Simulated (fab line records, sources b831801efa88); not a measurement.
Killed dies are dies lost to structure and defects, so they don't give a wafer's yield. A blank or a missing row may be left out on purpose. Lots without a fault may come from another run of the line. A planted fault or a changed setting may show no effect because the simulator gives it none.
fab line records | flow sfq_line
record lots=15 wafers=45 last_day=92
route steps=325 shown M0@30 JJ@191 I5@232 M7@294
lots that met no fault: from a run of the same line without faults
start_h: hours from the record's first day to the start of the lot's first wafer shown | wait_h: hours since the lot's step before | " the same as in the row above | L1.1+2: a row that stands for several wafers | - no value, or no start given | * or withheld: withheld | < > ~ a bound
route shown NAME@n: a module of which the file shows steps, and the number in the route of the first | usual: mean/standard deviation of fault-free wafers | same: alike in all rows | chamber/n: place in a boat | sites: the reading at each site | _std_site: their standard deviation | _edge_site: outer sites' mean less inner sites' | radius_mm: how far each site lies from the wafer's centre | mask NAME#n: copy n | behind: the tool/chamber that last shaped the wafer | hold: why the lot was held/for how many hours/how that ended | device: the transistor (n, p or np) that didn't switch | end of line: the same wafers' tests at the end of the route | a step without rows: its recipe alone | killed: dies lost to structure and defects at the first sort, not the wafer's yield | map: a wafer's dies, x killed, . not, _ none there
set.NAME: the setting as run; set.NAME@STEP: as run at that earlier step | model.NAME: the simulator's own value behind a step, which no gauge read
steps of the route over a sample of lots; a table a step, a row a wafer
services: from which hour (start_h, from the record's first day; less than 0 if before it) a tool's chamber was out of use, for how many hours, and why
## steps
# step SFQ_M0_RS_MEAS_904
# recipe thk_meas_gauge=four-point-probe reads=Nb_of_TRILAYER_M0_DEP_SPUTTER_019
# usual M0_NB_RS=0.909/0.01
# columns lot.wafer tool chamber start_h wait_h M0_NB_RS[ohm/sq]
L467.1 film_metro-03 - 168.53 0.1 0.903
L467.3 " - " " 0.907
L467.4 " - " " 0.903
L468.1 film_metro-03 - 180.06 0.0 0.908
L468.4 " - " " 0.903
L468.5 " - " " 0.906
L469.1 film_metro-02 - 190.86 0.0 0.896
L469.5 " - " " 0.906
L469.6 " - " " 0.895
L470.1 film_metro-02 - 201.58 0.0 0.915
L470.2 " - " " 0.905
L470.4 " - " " 0.904
L471.3 film_metro-02 - 207.62 0.1 0.917
L471.4 " - " " 0.917
L471.6 " - " " 0.930
L474.1 film_metro-02 - 223.28 0.0 0.902
L474.3 " - " " 0.911
L474.6 " - " " 0.898
L475.2 film_metro-02 - 228.77 0.1 0.923
L475.3 " - " " 0.920
L475.4 " - " " 0.915
L476.2 film_metro-02 - 235.90 0.1 0.919
L476.5 " - " " 0.925
L476.6 " - " " 0.921
L477.2 film_metro-02 - 238.30 0.1 0.908
L477.4 " - " " 0.902
L477.5 " - " " 0.913
L478.3 film_metro-03 - 245.52 0.1 0.908
L478.4 " - " " 0.900
L478.6 " - " " 0.897
L480.1 film_metro-04 - 253.28 0.0 0.912
L480.2 " - " " 0.910
L480.5 " - " " 0.908
L485.1 film_metro-04 - 285.82 0.0 0.915
L485.2 " - " " 0.911
L485.5 " - " " 0.911
L486.2 film_metro-04 - 288.24 0.1 0.915
L486.5 " - " " 0.916
L486.6 " - " " 0.925
L487.1 film_metro-03 - 289.42 0.0 0.917
L487.4 " - " " 0.919
L487.5 " - " " 0.924
L490.1 film_metro-02 - 294.22 0.0 0.894
L490.5 " - " " 0.895
L490.6 " - " " 0.898
# step SFQ_JJ_OVL_MEAS_931
# usual J5_OVL=0/5.7
# columns lot.wafer tool chamber start_h wait_h J5_OVL[nm]
L467.1 overlay-01 - 1297.09 0.1 -1
L467.3 " - " " 3
L467.4 " - " " 4
L468.1 overlay-01 - 1298.29 0.1 -7
L468.4 " - " " -1
L468.5 " - " " -8
L469.1 overlay-02 - 1399.47 0.1 -9
L469.5 " - " " -2
L469.6 " - " " -2
L470.1 overlay-01 - 1405.47 0.1 -5
L470.2 " - " " 1
L470.4 " - " " 4
L471.3 overlay-01 - 1417.48 0.1 7
L471.4 " - " " 3
L471.6 " - " " 7
L474.1 overlay-01 - 1523.20 0.1 2
L474.3 " - " " 4
L474.6 " - " " -4
L475.2 overlay-02 - 1547.68 0.1 -10
L475.3 " - " " -8
L475.4 " - " " -5
L476.2 overlay-02 - 1553.81 0.1 -4
L476.5 " - " " -1
L476.6 " - " " -1
L477.2 overlay-02 - 1561.01 0.1 4
L477.4 " - " " 3
L477.5 " - " " 0
L478.3 overlay-01 - 1569.09 0.1 2
L478.4 " - " " -1
L478.6 " - " " -4
L480.1 overlay-01 - 1575.08 0.1 -4
L480.2 " - " " 0
L480.5 " - " " 0
L485.1 overlay-02 - 1636.88 0.1 -4
L485.2 " - " " -6
L485.5 " - " " -2
L486.2 overlay-01 - 1648.60 0.1 11
L486.5 " - " " 6
L486.6 " - " " 12
L487.1 overlay-01 - 1655.79 0.1 6
L487.4 " - " " 10
L487.5 " - " " 3
L490.1 overlay-02 - 1688.19 0.1 14
L490.5 " - " " 9
L490.6 " - " " 7
# step SFQ_TRILAYER_I5_LITHO_EXPOSE_145
# recipe mask_id=I5 na=0.6 source_shape=conventional sigma_outer=0.65 target_cd_nm=700 dose_mj=21.3
# usual exposure_dose_mJ_cm2=21.303/0.019 focus_offset_nm=0.2/0.49
# columns lot.wafer tool chamber start_h wait_h mask exposure_dose_mJ_cm2 focus_offset_nm
L467.1 krf_scanner-01 0 1529.38 - I5#0 21.308 1.2
L467.3 " 0 " " I5#0 21.311 0.7
L467.4 " 0 " " I5#0 21.317 1.0
L468.1 krf_scanner-02 0 1616.05 - I5#0 21.288 0.1
L468.4 " 0 " " I5#0 21.271 -1.0
L468.5 " 0 " " I5#0 21.310 -0.6
L469.1 krf_scanner-02 0 1618.45 - I5#0 21.315 -0.6
L469.5 " 0 " " I5#0 21.296 0.2
L469.6 " 0 " " I5#0 21.299 0.1
L470.1 krf_scanner-02 0 1619.65 - I5#0 21.303 0.1
L470.2 " 0 " " I5#0 21.303 0.9
L470.4 " 0 " " I5#0 21.301 0.0
L471.3 krf_scanner-02 0 1622.45 - I5#0 21.324 -0.2
L471.4 " 0 " " I5#0 21.271 0.6
L471.6 " 0 " " I5#0 21.300 0.5
L474.1 krf_scanner-01 0 1632.98 - I5#0 21.296 0.9
L474.3 " 0 " " I5#0 21.275 0.8
L474.6 " 0 " " I5#0 21.323 1.0
L475.2 krf_scanner-02 0 1649.69 - I5#0 21.321 0.2
L475.3 " 0 " " I5#0 21.305 0.0
L475.4 " 0 " " I5#0 21.265 -0.2
L476.2 krf_scanner-02 0 1653.29 - I5#0 21.301 -0.1
L476.5 " 0 " " I5#0 21.302 0.6
L476.6 " 0 " " I5#0 21.291 -0.2
L477.2 krf_scanner-02 0 1698.69 - I5#0 21.311 0.2
L477.4 " 0 " " I5#0 21.312 0.3
L477.5 " 0 " " I5#0 21.323 0.2
L478.3 krf_scanner-02 0 1700.09 - I5#0 21.316 -0.3
L478.4 " 0 " " I5#0 21.308 0.4
L478.6 " 0 " " I5#0 21.301 0.7
L480.1 krf_scanner-02 0 1761.15 - I5#0 21.323 0.4
L480.2 " 0 " " I5#0 21.313 -0.4
L480.5 " 0 " " I5#0 21.328 -0.2
L485.1 krf_scanner-02 - 1905.61 - I5#0 - -
L485.2 " - " " I5#0 - -
L485.5 " - " " I5#0 - -
L486.2 krf_scanner-01 - 1914.33 - I5#0 - -
L486.5 " - " " I5#0 - -
L486.6 " - " " I5#0 - -
L487.1 krf_scanner-01 - 1939.33 - I5#0 - -
L487.4 " - " " I5#0 - -
L487.5 " - " " I5#0 - -
L490.1 krf_scanner-02 0 1967.37 - I5#0 21.297 0.0
L490.5 " 0 " " I5#0 21.343 0.5
L490.6 " 0 " " I5#0 21.319 0.9
# step SFQ_TRILAYER_M7_STRIP_STRIP_181
# recipe gas=O2 power_w=200 platen_temp_c=40 overash_fraction=0.6219 chemistry=O2 pressure_mtorr=50
# usual drypump_motor_current_A=6.03/0.18 oes_product_au=1.004/0.0094
# same overash_fraction=0.6219
# columns lot.wafer tool chamber start_h wait_h drypump_motor_current_A oes_product_au rf_hours_counter_h
L467.1 rie_metal-01 1 1693.30 0.1 5.96 0.994 125
L467.3 " 1 " " 6.00 0.987 -
L467.4 " 0 " " 6.09 0.994 -
L468.1 rie_metal-01 0 1698.32 0.2 6.09 1.004 65
L468.4 " 0 " " 6.10 1.000 -
L468.5 " 0 " " 6.12 1.002 -
L469.1 rie_metal-01 0 1727.89 0.1 6.10 1.000 68
L469.5 " 1 " " 5.98 0.992 -
L469.6 " 0 " " 6.08 1.005 -
L470.1 rie_metal-03 0 1729.09 0.1 5.96 1.011 128
L470.2 " 1 " " 6.41 1.013 72
L470.4 " 0 " " 5.96 1.016 -
L471.3 rie_metal-01 0 1730.49 0.2 6.10 1.006 -
L471.4 " 1 " " 6.02 0.999 -
L471.6 " 0 " " 6.09 0.994 -
L475.2 rie_metal-04 0 1800.56 0.1 5.80 1.013 111
L475.3 " 1 " " 6.01 1.016 -
L475.4 " 0 " " 5.74 1.026 -
L474.1 rie_metal-03 0 1801.76 0.1 5.97 0.998 139
L474.3 " 1 " " 6.39 0.978 -
L474.6 " 1 " " 6.39 0.998 -
L476.2 rie_metal-04 1 1802.96 0.1 6.01 0.999 102
L476.5 " 1 " " 6.00 1.001 -
L476.6 " 0 " " 5.80 1.011 -
L477.2 rie_metal-03 1 1931.45 0.1 6.40 1.012 104
L477.4 " 0 " " 5.98 1.014 -
L477.5 " 0 " " 5.99 1.001 -
L478.3 rie_metal-04 1 1934.05 0.2 6.02 1.023 -
L478.4 " 0 " " 5.78 0.995 -
L478.6 " 1 " " 6.02 1.011 -
L480.1 rie_metal-03 1 1950.99 0.1 6.41 1.009 106
L480.2 " 0 " " 5.99 1.006 8
L480.5 " 1 " " 6.35 1.007 -
L485.1 rie_metal-01 0 2089.01 0.1 6.08 0.991 118
L485.2 " 1 " " 5.98 0.997 47
L485.5 " 1 " " 5.97 1.003 -
L486.2 rie_metal-04 0 2092.74 0.1 5.79 1.000 7
L486.5 " 0 " " 5.76 0.993 -
L486.6 " 1 " " 6.03 0.995 -
L487.1 rie_metal-01 0 2113.14 0.1 6.09 0.989 119
L487.4 " 1 " " 6.02 1.001 -
L487.5 " 1 " " 6.02 1.004 -
L490.1 rie_metal-01 1 2141.55 0.1 5.97 1.028 50
L490.5 " 0 " " 6.09 1.000 -
L490.6 " 1 " " 5.98 1.007 -
## services
# columns tool chamber start_h hours kind
krf_scanner-01 - 1522.90 0.8 pm
krf_scanner-02 - 1527.82 1.0 pm
krf_scanner-01 - 1547.38 1.0 pm
krf_scanner-02 - 1560.70 1.3 pm
krf_scanner-01 - 1575.13 0.5 repair
krf_scanner-01 - 1595.09 0.3 repair
krf_scanner-01 - 1614.52 1.3 pm
rie_metal-01 - 1617.52 2.6 repair
rie_metal-04 1 1621.07 14.7 repair
krf_scanner-01 - 1640.97 0.3 repair
rie_metal-01 1 1697.43 6.2 repair
krf_scanner-02 - 1697.49 1.0 pm
rie_metal-01 - 1702.62 10.0 pm
krf_scanner-01 - 1716.82 3.6 pm
krf_scanner-02 - 1736.14 1.3 pm
krf_scanner-02 - 1744.59 11.6 pm
krf_scanner-02 - 1800.76 0.8 pm
krf_scanner-02 - 1815.72 1.4 repair
krf_scanner-02 - 1866.25 1.0 pm
rie_metal-01 - 1874.49 1.5 repair
krf_scanner-02 - 1914.01 1.3 pm
rie_metal-01 - 1984.70 0.6 repair
krf_scanner-02 - 2035.44 1.0 pm
krf_scanner-02 - 2088.49 1.3 pm
## key
first_sign step=SFQ_TRILAYER_I5_LITHO_EXPOSE_145 reading=tool_record direction=missing
effect none on later readings
met_at SFQ_TRILAYER_I5_LITHO_EXPOSE_145
struck_lots L485,L486,L487
not_acting_at SFQ_M0_RS_MEAS_904,SFQ_JJ_OVL_MEAS_931,SFQ_TRILAYER_M7_STRIP_STRIP_181
onset_between 1761.15 1905.61
fault kind=skipped_step_whole tool=krf_scanner-01,krf_scanner-02 chamber=- onset_h=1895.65 steps=SFQ_TRILAYER_I5_LITHO_EXPOSE_145 scope=struck_lots_only
